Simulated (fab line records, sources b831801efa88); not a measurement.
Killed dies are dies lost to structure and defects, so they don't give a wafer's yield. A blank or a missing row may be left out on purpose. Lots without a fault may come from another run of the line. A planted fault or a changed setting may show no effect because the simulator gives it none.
Which tool did it? | flow sky130 | 10 lots, 30 wafers sampled, at 2 steps of a route of 708

WHAT THE GAUGES READ, wafer by wafer
SKY_FIELD_ISO_THK_MEAS_02. Usual: FIELD_ISO_OXIDATION_00_THK 11.94 nm, standard deviation 0.24.
lot  | measured    | on            | FIELD_ISO_OXIDATION_00_THK (nm) | flag
L407 | day 1 22:19 | film_metro-03 | 11.84 11.80 12.10               |
L409 | day 2 07:38 | film_metro-03 | 11.86 11.73 11.53               |
L411 | day 2 18:46 | film_metro-04 | 12.30 12.23 12.21               |
L412 | day 2 22:38 | film_metro-03 | 12.10 12.00 11.96               |
L413 | day 3 03:38 | film_metro-04 | 12.29 12.05 12.38               |
L421 | day 4 19:39 | film_metro-03 | 11.68 11.78 11.78               |
L422 | day 5 01:21 | film_metro-03 | 12.19 12.43 12.20               |
L423 | day 5 06:41 | film_metro-04 | 11.87 11.80 11.93               |
L426 | day 5 22:32 | film_metro-04 | 12.30 12.25 12.26               |
L427 | day 6 02:28 | film_metro-03 | 11.99 11.86 12.03               |

SKY_FIELD_ISO_THK_MEAS_04. Usual: FIELD_ISO_CVD_03_THK 165.5 nm, standard deviation 1.3.
lot  | measured    | on            | FIELD_ISO_CVD_03_THK (nm) | flag
L407 | day 2 00:10 | film_metro-04 | 164.5 164.4 163.2         |
L409 | day 2 09:29 | film_metro-01 | 164.6 165.5 166.0         |
L411 | day 2 20:58 | film_metro-04 | 166.4 166.7 166.1         |
L412 | day 3 00:29 | film_metro-03 | 165.9 164.2 164.2         |
L413 | day 3 05:29 | film_metro-04 | 163.7 165.0 164.5         |
L421 | day 4 22:40 | film_metro-04 | 166.4 166.4 166.5         |
L422 | day 5 03:11 | film_metro-01 | 167.1 167.6 167.0         |
L423 | day 5 08:37 | film_metro-01 | 165.5 166.3 166.1         |
L426 | day 6 01:26 | film_metro-03 | 166.4 165.9 164.4         |
L427 | day 6 04:19 | film_metro-03 | 162.6 164.6 163.9         |

WHICH TOOL RAN EACH LOT (tool, then ch and the chambers of the sampled wafers, then the start)
The record holds no process step before these readings.

WHAT THE TOOLS THEMSELVES READ (means of the sampled wafers that have a number; where no wafer has one, the mark that the record gives instead)
The record holds no such reading with a usual standard deviation.

THE ANSWER, worked out from the rows above alone
Rule: a lot is off if the mean of its wafers that have a number lies more than 3 standard deviations from the usual mean. A lot without any number at a reading at which 4 lots or more have one is off too. The other lots that the step has rows for count as sound. The gauges are gone through in route order, then the tools' own readings, and for those a lot's mean is taken as printed above. The first step at which some lot is off is used, and at that step the reading that is off furthest; a lot without a number counts as furthest.
No lot is off at any reading shown: from this, nothing can be told.

WHAT THE SIMULATOR HAD PUT IN
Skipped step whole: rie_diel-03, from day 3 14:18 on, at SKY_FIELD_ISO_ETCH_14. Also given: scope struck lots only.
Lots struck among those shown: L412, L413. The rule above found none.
